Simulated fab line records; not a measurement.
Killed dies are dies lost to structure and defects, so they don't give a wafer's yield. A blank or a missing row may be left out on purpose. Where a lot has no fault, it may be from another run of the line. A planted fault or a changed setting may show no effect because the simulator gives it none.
What tool caused it? | flow sky130 | Sampling: 24 lots, 72 wafers, 6 of 708 route steps

WHAT THE GAUGES SHOWED, per wafer
SKY_SONOS_ONO_THK_MEAS_01. Usual: SONOS_ONO_OXIDATION_THK 2.60 nm, standard deviation 0.059.
lot  | measured     | on           | SONOS_ONO_OXIDATION_THK (nm) | flag
L074 | day 11 11:00 | filmMetro-03 | 2.53 2.58 2.67               | 
L075 | day 12 00:14 | filmMetro-03 | 2.60 2.55 2.54               | 
L076 | day 12 09:29 | filmMetro-04 | 2.48 2.55 2.56               | 
L077 | day 12 13:25 | filmMetro-03 | 2.67 2.70 2.63               | 
L078 | day 12 20:20 | filmMetro-03 | 2.57 2.59 2.60               | 
L079 | day 13 03:22 | filmMetro-03 | 2.55 2.59 2.56               | 
L080 | day 13 10:18 | filmMetro-03 | 2.69 2.73 2.62               | 
L081 | day 13 15:00 | filmMetro-04 | 2.54 2.50 2.53               | 
L082 | day 13 18:37 | filmMetro-04 | 2.61 2.57 2.62               | 
L083 | day 14 17:40 | filmMetro-01 | 2.62 2.57 2.66               | 
L084 | day 14 13:09 | filmMetro-04 | 2.75 2.61 2.65               | 
L085 | day 14 23:26 | filmMetro-01 | 2.62 2.53 2.64               | 
L086 | day 15 04:41 | filmMetro-01 | 2.54 2.54 2.58               | 
L087 | day 15 12:58 | filmMetro-01 | 2.61 2.69 2.66               | 
L088 | day 15 21:27 | filmMetro-04 | 2.49 2.50 2.55               | 
L089 | day 16 04:58 | filmMetro-01 | 2.62 2.63 2.66               | 
L090 | day 16 14:45 | filmMetro-01 | 2.59 2.48 2.52               | 
L091 | day 16 23:39 | filmMetro-03 | 2.64 2.62 2.60               | 
L092 | day 17 09:29 | filmMetro-03 | 2.62 2.68 2.66               | 
L093 | day 17 17:03 | filmMetro-04 | 2.61 2.56 2.55               | 
L094 | day 17 22:12 | filmMetro-03 | 2.55 2.60 2.58               | 
L095 | day 18 04:02 | filmMetro-01 | 2.69 2.64 2.72               | 
L096 | day 18 20:37 | filmMetro-01 | 2.43 2.46 2.53               | 
L097 | day 18 23:31 | filmMetro-01 | 2.63 2.66 2.62               | 

WHICH TOOL RAN EACH LOT (tool, then ch and the chambers of the sampled wafers, then the start)
lot  | SKY_FIELD_ISO_STRIP_16             | SKY_FIELD_ISO_CMP_27         | SKY_DNWELL_STRIP_08                | SKY_VT_ADJUST_LVTN_STRIP_09         | SKY_VT_ADJUST_PCH_STRIP_09
L074 | plasmaAsher-04 ch 0,1, day 2 05:18 | cmp-01 ch 1,2, day 2 10:14   | plasmaAsher-04 ch 0,1, day 3 05:50 | plasmaAsher-02 ch 0,1, day 6 23:23  | plasmaAsher-04 ch 0,1, day 10 10:25
L075 | plasmaAsher-02 ch 0, day 2 11:02   | cmp-01 ch 0,2,3, day 2 16:08 | plasmaAsher-02 ch 0,1, day 3 11:36 | plasmaAsher-04 ch 0,1, day 7 07:23  | plasmaAsher-03 ch 0, day 10 20:26
L076 | plasmaAsher-02 ch 0,1, day 2 14:50 | cmp-01 ch 0,3, day 2 20:32   | plasmaAsher-01 ch 0,1, day 3 16:42 | plasmaAsher-04 ch 0,1, day 7 13:44  | plasmaAsher-03 ch 0,1, day 11 04:46
L077 | plasmaAsher-02 ch 0, day 2 22:28   | cmp-01 ch 0,3, day 3 02:11   | plasmaAsher-04 ch 0,1, day 3 21:27 | plasmaAsher-04 ch 0,1, day 7 18:22  | plasmaAsher-02 ch 1, day 11 08:29
L078 | plasmaAsher-04 ch 0,1, day 3 01:43 | cmp-02 ch 0,1,3, day 3 05:56 | plasmaAsher-01 ch 0,1, day 4 01:16 | plasmaAsher-01 ch 0, day 8 00:49    | plasmaAsher-02 ch 1, day 11 16:52
L079 | plasmaAsher-03 ch 0,1, day 3 07:54 | cmp-01 ch 0,1,3, day 3 11:36 | plasmaAsher-02 ch 0,1, day 4 07:39 | plasmaAsher-04 ch 0,1, day 8 07:19  | plasmaAsher-04 ch 0,1, day 12 00:49
L080 | plasmaAsher-04 ch 0,1, day 3 14:25 | cmp-01 ch 0,1, day 3 19:27   | plasmaAsher-04 ch 0,1, day 4 14:37 | plasmaAsher-01 ch 0,1, day 8 14:35  | plasmaAsher-04 ch 0,1, day 12 08:52
L081 | plasmaAsher-02 ch 0,1, day 3 18:34 | cmp-02 ch 2,3, day 3 22:19   | plasmaAsher-04 ch 0,1, day 4 17:39 | plasmaAsher-04 ch 0,1, day 8 19:49  | plasmaAsher-04 ch 0,1, day 12 14:14
L082 | plasmaAsher-03 ch 0,1, day 3 22:31 | cmp-02 ch 0,2,3, day 4 01:59 | plasmaAsher-01 ch 0,1, day 4 21:19 | plasmaAsher-02 ch 0,1, day 9 00:02  | plasmaAsher-03 ch 0,1, day 12 18:55
L083 | plasmaAsher-03 ch 0,1, day 4 03:25 | cmp-02 ch 0,2,3, day 4 08:29 | plasmaAsher-04 ch 0,1, day 5 05:18 | plasmaAsher-01 ch 0,1, day 9 18:10  | plasmaAsher-04 ch 0,1, day 13 13:59
L084 | plasmaAsher-04 ch 0,1, day 4 07:58 | cmp-02 ch 1,2, day 4 12:50   | plasmaAsher-02 ch 0,1, day 5 09:55 | plasmaAsher-01 ch 0,1, day 9 13:11  | plasmaAsher-04 ch 0,1, day 13 09:35
L085 | plasmaAsher-04 ch 0,1, day 4 14:01 | cmp-01 ch 0,1,2, day 4 19:06 | plasmaAsher-04 ch 0,1, day 5 15:56 | plasmaAsher-04 ch 0,1, day 9 20:58  | plasmaAsher-04 ch 0,1, day 13 15:52
L086 | plasmaAsher-04 ch 0,1, day 4 18:31 | cmp-02 ch 0,1,2, day 4 23:13 | plasmaAsher-01 ch 0,1, day 5 19:51 | plasmaAsher-04 ch 0,1, day 10 02:14 | plasmaAsher-04 ch 0,1, day 13 22:10
L087 | plasmaAsher-04 ch 0,1, day 5 00:07 | cmp-01 ch 0,2,3, day 5 04:15 | plasmaAsher-02 ch 0,1, day 6 01:33 | plasmaAsher-01 ch 0,1, day 10 10:16 | plasmaAsher-04 ch 0, day 14 09:20
L088 | plasmaAsher-03 ch 0,1, day 5 04:43 | cmp-01 ch 0,1,2, day 5 09:55 | plasmaAsher-02 ch 0,1, day 6 06:57 | plasmaAsher-04 ch 0,1, day 10 16:20 | plasmaAsher-02 ch 0,1, day 14 15:31
L089 | plasmaAsher-03 ch 0,1, day 5 11:46 | cmp-02 ch 2,3, day 5 15:31   | plasmaAsher-02 ch 0,1, day 6 11:42 | plasmaAsher-04 ch 0,1, day 10 22:01 | plasmaAsher-04 ch 0,1, day 14 23:40
L090 | plasmaAsher-02 ch 0,1, day 5 17:58 | cmp-02 ch 1,2,3, day 5 22:56 | plasmaAsher-02 ch 0,1, day 6 20:30 | plasmaAsher-04 ch 0,1, day 11 07:32 | plasmaAsher-02 ch 1, day 15 09:40
L091 | plasmaAsher-04 ch 0,1, day 5 21:20 | cmp-02 ch 2,3, day 6 00:50   | plasmaAsher-02 ch 0,1, day 7 01:23 | plasmaAsher-04 ch 0,1, day 11 13:40 | plasmaAsher-02 ch 0,1, day 15 17:44
L092 | plasmaAsher-04 ch 0,1, day 6 03:28 | cmp-02 ch 0,1, day 6 09:49   | plasmaAsher-02 ch 0,1, day 7 08:57 | plasmaAsher-02 ch 0,1, day 11 22:44 | plasmaAsher-02 ch 0, day 16 01:37
L093 | plasmaAsher-03 ch 0,1, day 6 08:52 | cmp-01 ch 1,2, day 6 14:17   | plasmaAsher-01 ch 0,1, day 7 12:42 | plasmaAsher-01 ch 0,1, day 12 03:55 | plasmaAsher-04 ch 0,1, day 16 09:04
L094 | plasmaAsher-03 ch 0,1, day 6 13:37 | cmp-01 ch 1,2, day 6 18:09   | plasmaAsher-04 ch 0,1, day 7 16:13 | plasmaAsher-02 ch 0,1, day 12 05:50 | plasmaAsher-03 ch 0,1, day 16 15:46
L095 | plasmaAsher-03 ch 0,1, day 6 18:47 | cmp-01 ch 0,1, day 6 22:07   | plasmaAsher-01 ch 0,1, day 7 20:06 | plasmaAsher-04 ch 0,1, day 12 12:05 | plasmaAsher-03 ch 0,1, day 16 20:44
L096 | plasmaAsher-04 ch 0,1, day 7 00:24 | cmp-01 ch 0,2,3, day 7 06:29 | plasmaAsher-04 ch 0,1, day 8 05:17 | plasmaAsher-02 ch 0,1, day 13 00:49 | plasmaAsher-03 ch 0,1, day 17 11:52
L097 | plasmaAsher-03 ch 0,1, day 7 05:55 | cmp-02 ch 1,2, day 7 12:08   | plasmaAsher-01 ch 0,1, day 8 11:33 | plasmaAsher-02 ch 0,1, day 13 04:35 | plasmaAsher-02 ch 0,1, day 17 15:44
- SKY_FIELD_ISO_STRIP_16: strips in O2/N2.
- SKY_FIELD_ISO_CMP_27: polishes, stops on Si3N4, t overpolish 16 s, target thk 457.8 nm.
- SKY_DNWELL_STRIP_08: strips in O2/N2.
- SKY_VT_ADJUST_LVTN_STRIP_09: strips in O2/N2.
- SKY_VT_ADJUST_PCH_STRIP_09: strips in O2/N2.

WHAT THE TOOLS THEMSELVES READ (means of the sampled wafers that have a number; where no wafer has one, the mark that the record gives instead)
SKY_FIELD_ISO_STRIP_16. Usual: drypumpMotorCurrentA 5.9 A, standard deviation 0.43; oesProductAu 0.378 a.u., standard deviation 0.0052; stripTimeToEndpointS 3.54 s, standard deviation 0.041.
lot  | tool           | drypumpMotorCurrentA (A) | oesProductAu (a.u.) | stripTimeToEndpointS (s) | flag
L074 | plasmaAsher-04 | 6.0                      | 0.382               | 3.54                     | 
L075 | plasmaAsher-02 | 5.2                      | 0.381               | 3.54                     | 
L076 | plasmaAsher-02 | 5.1                      | 0.377               | 3.56                     | 
L077 | plasmaAsher-02 | 5.2                      | 0.380               | 3.58                     | 
L078 | plasmaAsher-04 | 6.0                      | 0.373               | 3.54                     | 
L079 | plasmaAsher-03 | 6.3                      | 0.377               | 3.51                     | 
L080 | plasmaAsher-04 | 6.0                      | 0.374               | 3.51                     | 
L081 | plasmaAsher-02 | 5.2                      | 0.375               | 3.51                     | 
L082 | plasmaAsher-03 | 6.1                      | 0.374               | 3.51                     | 
L083 | plasmaAsher-03 | 6.3                      | 0.380               | 3.57                     | 
L084 | plasmaAsher-04 | 6.0                      | 0.378               | 3.55                     | 
L085 | plasmaAsher-04 | 6.0                      | 0.377               | 3.56                     | 
L086 | plasmaAsher-04 | 6.0                      | 0.381               | 3.58                     | 
L087 | plasmaAsher-04 | 6.0                      | 0.376               | 3.60                     | 
L088 | plasmaAsher-03 | 6.0                      | 0.380               | 3.55                     | 
L089 | plasmaAsher-03 | 6.3                      | 0.374               | 3.50                     | 
L090 | plasmaAsher-02 | 5.1                      | 0.376               | 3.50                     | 
L091 | plasmaAsher-04 | 5.9                      | 0.369               | 3.48                     | 
L092 | plasmaAsher-04 | 6.0                      | 0.374               | 3.52                     | 
L093 | plasmaAsher-03 | 6.3                      | 0.376               | 3.53                     | 
L094 | plasmaAsher-03 | 6.3                      | 0.383               | 3.53                     | 
L095 | plasmaAsher-03 | 6.3                      | 0.378               | 3.54                     | 
L096 | plasmaAsher-04 | 6.0                      | 0.380               | 3.56                     | 
L097 | plasmaAsher-03 | 6.0                      | 0.377               | 3.57                     | 

SKY_FIELD_ISO_CMP_27. Usual: motorCurrentA 11.6 A, standard deviation 1.5; overpolishRunS 16.000 s, standard deviation 0.009; timeToEndpointS 114 s, standard deviation 5.8.
lot  | tool   | motorCurrentA (A) | overpolishRunS (s) | timeToEndpointS (s) | flag
L074 | cmp-01 | 12.0              | 16.003             | 110                 | 
L075 | cmp-01 | 11.8              | 15.996             | 113                 | 
L076 | cmp-01 | 10.5              | 16.000             | 109                 | 
L077 | cmp-01 | 10.2              | 15.995             | 114                 | 
L078 | cmp-02 | 11.8              | 16.001             | 116                 | 
L079 | cmp-01 | 10.7              | 15.997             | 112                 | 
L080 | cmp-01 | 10.7              | 16.006             | 109                 | 
L081 | cmp-02 | 11.5              | 16.000             | 113                 | 
L082 | cmp-02 | 11.1              | 16.012             | 114                 | 
L083 | cmp-02 | 11.1              | 16.004             | 117                 | 
L084 | cmp-02 | 13.4              | 15.995             | 126                 | 
L085 | cmp-01 | 11.6              | 15.997             | 107                 | 
L086 | cmp-02 | 12.9              | 15.999             | 125                 | 
L087 | cmp-01 | 11.7              | 16.003             | 117                 | 
L088 | cmp-01 | 11.3              | 16.005             | 108                 | 
L089 | cmp-02 | 12.8              | 15.998             | 113                 | 
L090 | cmp-02 | 12.3              | 15.998             | 113                 | 
L091 | cmp-02 | 11.3              | 16.004             | 113                 | 
L092 | cmp-02 | 12.3              | 15.990             | 118                 | 
L093 | cmp-01 | 11.8              | 16.000             | 113                 | 
L094 | cmp-01 | 12.0              | 16.000             | 109                 | 
L095 | cmp-01 | 10.4              | 15.998             | 109                 | 
L096 | cmp-01 | 11.6              | 15.998             | 121                 | 
L097 | cmp-02 | 13.4              | 16.002             | 119                 | 

SKY_DNWELL_STRIP_08. Usual: drypumpMotorCurrentA 5.6 A, standard deviation 0.39; oesProductAu 0.722 a.u., standard deviation 0.0046; stripTimeToEndpointS 36.73 s, standard deviation 0.097.
lot  | tool           | drypumpMotorCurrentA (A) | oesProductAu (a.u.) | stripTimeToEndpointS (s) | flag
L074 | plasmaAsher-04 | 6.0                      | 0.724               | 36.72                    | 
L075 | plasmaAsher-02 | 5.2                      | 0.723               | 36.72                    | 
L076 | plasmaAsher-01 | 5.6                      | 0.722               | 36.78                    | 
L077 | plasmaAsher-04 | 6.0                      | 0.725               | 36.60                    | 
L078 | plasmaAsher-01 | 5.4                      | 0.721               | 36.76                    | 
L079 | plasmaAsher-02 | 5.1                      | 0.723               | 36.69                    | 
L080 | plasmaAsher-04 | 6.0                      | 0.719               | 36.73                    | 
L081 | plasmaAsher-04 | 6.0                      | 0.726               | 36.70                    | 
L082 | plasmaAsher-01 | 5.4                      | 0.723               | 36.79                    | 
L083 | plasmaAsher-04 | 6.0                      | 0.721               | 36.63                    | 
L084 | plasmaAsher-02 | 5.2                      | 0.722               | 36.85                    | 
L085 | plasmaAsher-04 | 6.0                      | 0.720               | 36.89                    | 
L086 | plasmaAsher-01 | 5.6                      | 0.720               | 36.70                    | 
L087 | plasmaAsher-02 | 5.2                      | 0.714               | 36.69                    | 
L088 | plasmaAsher-02 | 5.2                      | 0.723               | 36.69                    | 
L089 | plasmaAsher-02 | 5.2                      | 0.724               | 36.69                    | 
L090 | plasmaAsher-02 | 5.2                      | 0.725               | 36.59                    | 
L091 | plasmaAsher-02 | 5.2                      | 0.723               | 36.72                    | 
L092 | plasmaAsher-02 | 5.2                      | 0.717               | 36.68                    | 
L093 | plasmaAsher-01 | 5.4                      | 0.724               | 36.72                    | 
L094 | plasmaAsher-04 | 6.0                      | 0.724               | 36.68                    | 
L095 | plasmaAsher-01 | 5.6                      | 0.724               | 36.78                    | 
L096 | plasmaAsher-04 | 6.0                      | 0.723               | 36.89                    | 
L097 | plasmaAsher-01 | 5.6                      | 0.721               | 36.79                    | 

SKY_VT_ADJUST_LVTN_STRIP_09. Usual: drypumpMotorCurrentA 5.7 A, standard deviation 0.38; oesProductAu 0.722 a.u., standard deviation 0.0045; stripTimeToEndpointS 36.90 s, standard deviation 0.1.
lot  | tool           | drypumpMotorCurrentA (A) | oesProductAu (a.u.) | stripTimeToEndpointS (s) | flag
L074 | plasmaAsher-02 | 5.2                      | 0.720               | 36.69                    | 
L075 | plasmaAsher-04 | 6.0                      | 0.722               | 37.03                    | 
L076 | plasmaAsher-04 | 6.0                      | 0.723               | 36.79                    | 
L077 | plasmaAsher-04 | 6.0                      | 0.726               | 36.89                    | 
L078 | plasmaAsher-01 | 5.9                      | 0.723               | 36.99                    | 
L079 | plasmaAsher-04 | 6.0                      | 0.727               | 36.80                    | 
L080 | plasmaAsher-01 | 5.7                      | 0.721               | 36.99                    | 
L081 | plasmaAsher-04 | 6.0                      | 0.719               | 37.01                    | 
L082 | plasmaAsher-02 | 5.2                      | 0.721               | 37.04                    | 
L083 | plasmaAsher-01 | 5.6                      | 0.721               | 36.96                    | 
L084 | plasmaAsher-01 | 5.4                      | 0.720               | 37.02                    | 
L085 | plasmaAsher-04 | 6.0                      | 0.721               | 36.87                    | 
L086 | plasmaAsher-04 | 6.0                      | 0.727               | 36.90                    | 
L087 | plasmaAsher-01 | 5.7                      | 0.726               | 36.93                    | 
L088 | plasmaAsher-04 | 6.0                      | 0.722               | 36.88                    | 
L089 | plasmaAsher-04 | 6.0                      | 0.727               | 36.86                    | 
L090 | plasmaAsher-04 | 6.0                      | 0.721               | 36.87                    | 
L091 | plasmaAsher-04 | 6.0                      | 0.727               | 36.89                    | 
L092 | plasmaAsher-02 | 5.2                      | 0.721               | 36.96                    | 
L093 | plasmaAsher-01 | 5.4                      | 0.719               | 36.92                    | 
L094 | plasmaAsher-02 | 5.2                      | 0.723               | 36.68                    | 
L095 | plasmaAsher-04 | 6.0                      | 0.721               | 36.88                    | 
L096 | plasmaAsher-02 | 5.2                      | 0.720               | 36.89                    | 
L097 | plasmaAsher-02 | 5.2                      | 0.721               | 36.98                    | 

SKY_VT_ADJUST_PCH_STRIP_09. Usual: drypumpMotorCurrentA 5.8 A, standard deviation 0.44; oesProductAu 0.723 a.u., standard deviation 0.0047; stripTimeToEndpointS 36.88 s, standard deviation 0.096.
lot  | tool           | drypumpMotorCurrentA (A) | oesProductAu (a.u.) | stripTimeToEndpointS (s) | flag
L074 | plasmaAsher-04 | 6.0                      | 0.726               | 36.89                    | 
L075 | plasmaAsher-03 | 6.5                      | 0.724               | 36.73                    | 
L076 | plasmaAsher-03 | 6.1                      | 0.722               | 36.86                    | 
L077 | plasmaAsher-02 | 5.1                      | 0.726               | 36.82                    | 
L078 | plasmaAsher-02 | 5.2                      | 0.722               | 36.73                    | 
L079 | plasmaAsher-04 | 6.0                      | 0.726               | 36.99                    | 
L080 | plasmaAsher-04 | 6.0                      | 0.726               | 36.87                    | 
L081 | plasmaAsher-04 | 6.0                      | 0.723               | 36.96                    | 
L082 | plasmaAsher-03 | 6.1                      | 0.726               | 36.87                    | 
L083 | plasmaAsher-04 | 6.0                      | 0.722               | 36.96                    | 
L084 | plasmaAsher-04 | 6.0                      | 0.720               | 36.77                    | 
L085 | plasmaAsher-04 | 6.0                      | 0.720               | 36.84                    | 
L086 | plasmaAsher-04 | 6.0                      | 0.727               | 36.91                    | 
L087 | plasmaAsher-04 | 6.0                      | 0.723               | 36.89                    | 
L088 | plasmaAsher-02 | 5.2                      | 0.717               | 36.87                    | 
L089 | plasmaAsher-04 | 6.0                      | 0.724               | 36.89                    | 
L090 | plasmaAsher-02 | 5.2                      | 0.723               | 36.98                    | 
L091 | plasmaAsher-02 | 5.2                      | 0.720               | 36.95                    | 
L092 | plasmaAsher-02 | 5.2                      | 0.725               | 36.78                    | 
L093 | plasmaAsher-04 | 6.0                      | 0.723               | 37.02                    | 
L094 | plasmaAsher-03 | 6.1                      | 0.721               | 36.88                    | 
L095 | plasmaAsher-03 | 6.1                      | 0.723               | 36.90                    | 
L096 | plasmaAsher-03 | 6.1                      | 0.717               | 36.84                    | 
L097 | plasmaAsher-02 | 5.2                      | 0.724               | 36.71                    | 

THE ANSWER, worked out from the rows above alone
Rule: lot off if the mean of its wafers having a number is beyond 3 standard deviations from the usual mean. A lot without any number at a reading at which 4 lots or more have one is off too. Where the step has rows for the other lots, those lots are counted as sound. After the gauges, taken in route order, come the tools' own readings; for these a lot's mean is taken, as printed above. At the first step where some lot is off, the reading lying furthest off is the one used; lots without a number count as furthest.
No lot is off on any of the readings shown, so nothing can be concluded from this.

WHAT THE SIMULATOR HAD INSERTED
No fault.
